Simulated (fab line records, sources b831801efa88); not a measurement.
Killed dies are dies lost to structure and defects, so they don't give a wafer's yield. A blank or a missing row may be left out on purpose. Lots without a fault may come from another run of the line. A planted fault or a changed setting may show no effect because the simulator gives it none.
Which tool did it? | flow sky130 | 24 lots, 72 wafers sampled, at 3 steps of a route of 708

WHAT THE GAUGES READ, wafer by wafer
SKY_NWELL_THK_MEAS_02.
lot  | measured    | on            | NWELL_OXIDATION_THK (nm)
L074 | day 2 11:24 | film_metro-03 | 10.16 10.21 10.08
L075 | day 2 17:32 | film_metro-04 | 10.27 10.28 10.12
L076 | day 2 23:31 | film_metro-03 | 10.03 10.19 9.93
L077 | day 3 04:16 | film_metro-01 | 10.05 10.01 10.10
L078 | day 3 10:25 | film_metro-03 | 9.99 10.00 9.84
L079 | day 3 15:02 | film_metro-03 | 9.97 10.04 9.70
L080 | day 3 20:02 | film_metro-01 | 10.01 9.96 9.81
L081 | day 4 02:35 | film_metro-01 | 9.91 9.69 9.89
L082 | day 4 06:41 | film_metro-01 | 9.79 9.76 9.81
L083 | day 4 09:20 | film_metro-03 | 10.27 10.29 10.34
L084 | day 4 15:46 | film_metro-03 | 9.92 9.77 9.78
L085 | day 4 21:02 | film_metro-01 | 10.04 10.05 9.98
L086 | day 5 02:18 | film_metro-03 | 10.11 10.01 10.09
L087 | day 5 07:27 | film_metro-03 | 10.46 10.18 10.25
L088 | day 5 15:15 | film_metro-03 | 10.30 10.29 10.38
L089 | day 5 18:10 | film_metro-01 | 9.99 10.03 9.94
L090 | day 5 23:46 | film_metro-04 | 10.12 10.09 10.06
L091 | day 6 06:26 | film_metro-01 | 10.00 9.85 9.73
L092 | day 6 10:50 | film_metro-04 | 10.03 9.92 10.05
L093 | day 6 13:45 | film_metro-01 | 10.34 10.22 10.51
L094 | day 6 19:22 | film_metro-04 | 10.48 10.29 10.29
L095 | day 7 00:11 | film_metro-03 | 10.42 10.23 10.28
L096 | day 7 05:42 | film_metro-03 | 10.27 10.18 10.12
L097 | day 7 14:13 | film_metro-03 | 10.07 10.14 10.11

SKY_SD_N_RS_MEAS_17: measures by four-point-probe.
lot  | measured     | on            | SD_P_RS (ohm/sq)
L074 | day 27 17:47 | film_metro-04 | 147.03 146.91 147.21
L075 | day 28 05:08 | film_metro-04 | 147.19 147.32 147.61
L076 | day 28 15:42 | film_metro-03 | 146.80 146.67 146.86
L077 | day 28 22:09 | film_metro-04 | 147.58 147.63 147.65
L078 | day 29 13:17 | film_metro-02 | 147.16 146.91 147.38
L079 | day 29 18:32 | film_metro-02 | 146.55 147.19 147.01
L080 | day 29 20:10 | film_metro-03 | 147.24 147.03 147.30
L081 | day 30 05:32 | film_metro-04 | 147.17 147.57 147.13
L082 | day 30 14:02 | film_metro-02 | 146.95 147.13 146.65
L083 | day 30 22:53 | film_metro-04 | 147.33 147.12 146.80
L084 | day 31 06:52 | film_metro-04 | 146.95 147.46 147.07
L085 | day 31 17:35 | film_metro-04 | 147.19 146.89 147.50
L086 | day 32 03:09 | film_metro-02 | 146.93 147.10 147.12
L087 | day 32 14:36 | film_metro-04 | 147.11 147.55 147.02
L088 | day 32 18:59 | film_metro-02 | 146.78 147.32 147.61
L089 | day 33 03:19 | film_metro-04 | 147.17 147.23 147.16
L090 | day 33 05:33 | film_metro-04 | 147.11 147.01 147.08
L091 | day 33 14:26 | film_metro-03 | 146.96 146.64 146.87
L092 | day 33 22:41 | film_metro-04 | 146.88 147.06 147.28
L093 | day 34 01:14 | film_metro-02 | 147.37 147.04 146.94
L094 | day 34 06:16 | film_metro-03 | 146.90 147.57 146.62
L095 | day 34 15:27 | film_metro-03 | 147.36 147.26 147.66
L096 | day 35 01:23 | film_metro-03 | 146.95 146.54 146.44
L097 | day 35 09:52 | film_metro-04 | 147.05 147.03 147.41

WHICH TOOL RAN EACH LOT (tool, then ch and the chambers of the sampled wafers, then the start)
lot  | SKY_LDD_P_STRIP_10
L074 | plasma_asher-01 ch 0,1, day 18 19:11
L075 | plasma_asher-01 ch 0,1, day 19 08:07
L076 | plasma_asher-03 ch 0,1, day 19 20:37
L077 | plasma_asher-03 ch 0,1, day 20 03:17
L078 | plasma_asher-01 ch 0,1, day 20 19:46
L079 | plasma_asher-01 ch 0,1, day 21 01:46
L080 | plasma_asher-04 ch 0,1, day 21 03:22
L081 | plasma_asher-03 ch 0,1, day 21 14:25
L082 | plasma_asher-03 ch 0,1, day 21 22:01
L083 | plasma_asher-03 ch 0,1, day 22 09:07
L084 | plasma_asher-04 ch 0,1, day 22 19:58
L085 | plasma_asher-01 ch 0,1, day 23 04:41
L086 | plasma_asher-04 ch 0,1, day 23 14:49
L087 | plasma_asher-03 ch 0,1, day 23 23:52
L088 | plasma_asher-04 ch 0,1, day 24 11:07
L089 | plasma_asher-03 ch 0,1, day 24 19:04
L090 | plasma_asher-03 ch 0,1, day 24 21:02
L091 | plasma_asher-03 ch 0,1, day 25 08:55
L092 | plasma_asher-04 ch 0,1, day 25 15:58
L093 | plasma_asher-04 ch 0,1, day 25 20:49
L094 | plasma_asher-03 ch 0,1, day 26 00:08
L095 | plasma_asher-03 ch 0,1, day 26 13:46
L096 | plasma_asher-01 ch 0,1, day 26 21:03
L097 | plasma_asher-04 ch 0,1, day 27 08:31
- SKY_LDD_P_STRIP_10: strips in O2/N2.

WHAT THE TOOLS THEMSELVES READ (means of the sampled wafers that have a number; where no wafer has one, the mark that the record gives instead)
SKY_LDD_P_STRIP_10.
lot  | tool            | chamber_pressure_mTorr (mTorr) | drypump_motor_current_A (A) | o2_flow_sccm (sccm) | oes_product_au (a.u.) | strip_time_to_endpoint_s (s)
L074 | plasma_asher-01 | 1500.5                         | 5.9                         | 2993                | 0.715                 | 14.22
L075 | plasma_asher-01 | 1500.1                         | 5.9                         | 3005                | 0.711                 | 14.22
L076 | plasma_asher-03 | 1499.9                         | 5.9                         | 3005                | 0.718                 | 14.17
L077 | plasma_asher-03 | 1499.2                         | 5.8                         | 2996                | 0.718                 | 14.15
L078 | plasma_asher-01 | 1500.8                         | 6.0                         | 2989                | 0.719                 | 14.17
L079 | plasma_asher-01 | 1500.4                         | 5.9                         | 3002                | 0.714                 | 14.15
L080 | plasma_asher-04 | 1500.0                         | 5.5                         | 3012                | 0.714                 | 14.16
L081 | plasma_asher-03 | 1500.4                         | 5.9                         | 3009                | 0.714                 | 14.10
L082 | plasma_asher-03 | 1499.5                         | 5.7                         | 3004                | 0.716                 | 14.19
L083 | plasma_asher-03 | 1500.1                         | 5.8                         | 2995                | 0.713                 | 14.17
L084 | plasma_asher-04 | 1499.4                         | 5.5                         | 3000                | 0.714                 | 14.19
L085 | plasma_asher-01 | 1500.3                         | 5.9                         | 2998                | 0.715                 | 14.15
L086 | plasma_asher-04 | 1499.4                         | 5.2                         | 2989                | 0.712                 | 14.13
L087 | plasma_asher-03 | 1500.1                         | 5.7                         | 3007                | 0.719                 | 14.18
L088 | plasma_asher-04 | 1500.2                         | 5.2                         | 2997                | 0.715                 | 14.17
L089 | plasma_asher-03 | 1501.8                         | 5.8                         | 3006                | 0.714                 | 14.15
L090 | plasma_asher-03 | 1500.5                         | 5.8                         | 3013                | 0.720                 | 14.14
L091 | plasma_asher-03 | 1499.9                         | 5.8                         | 2989                | 0.713                 | 14.09
L092 | plasma_asher-04 | 1498.2                         | 5.5                         | 2983                | 0.716                 | 14.16
L093 | plasma_asher-04 | 1500.2                         | 5.2                         | 2998                | 0.712                 | 14.18
L094 | plasma_asher-03 | 1500.8                         | 5.7                         | 3004                | 0.714                 | 14.17
L095 | plasma_asher-03 | 1500.5                         | 5.9                         | 2995                | 0.716                 | 14.20
L096 | plasma_asher-01 | 1501.2                         | 5.9                         | 3001                | 0.710                 | 14.15
L097 | plasma_asher-04 | 1498.8                         | 5.5                         | 3004                | 0.713                 | 14.20

THE ANSWER, worked out from the rows above alone
Rule: what is usual is taken from the lots themselves. Put in order of their means at a reading, lots are off if they are a third of the lots or fewer, leave a main group of 4 or more, and stand apart from it by a gap of 3 or more times the standard deviation of the main group's means; of several such gaps the widest counts. A main group whose means are all the same, to the digits that the tables above print for the reading, isn't used. A lot without any number at a reading at which 4 lots or more have one is off too. The other lots that the step has rows for count as sound. The gauges are gone through in route order, then the tools' own readings, and for those a lot's mean is taken as printed above. The first step at which some lot is off is used, and at that step the reading that is off furthest; a lot without a number counts as furthest.
No lot is off at any reading shown: from this, nothing can be told.

WHAT THE SIMULATOR HAD PUT IN
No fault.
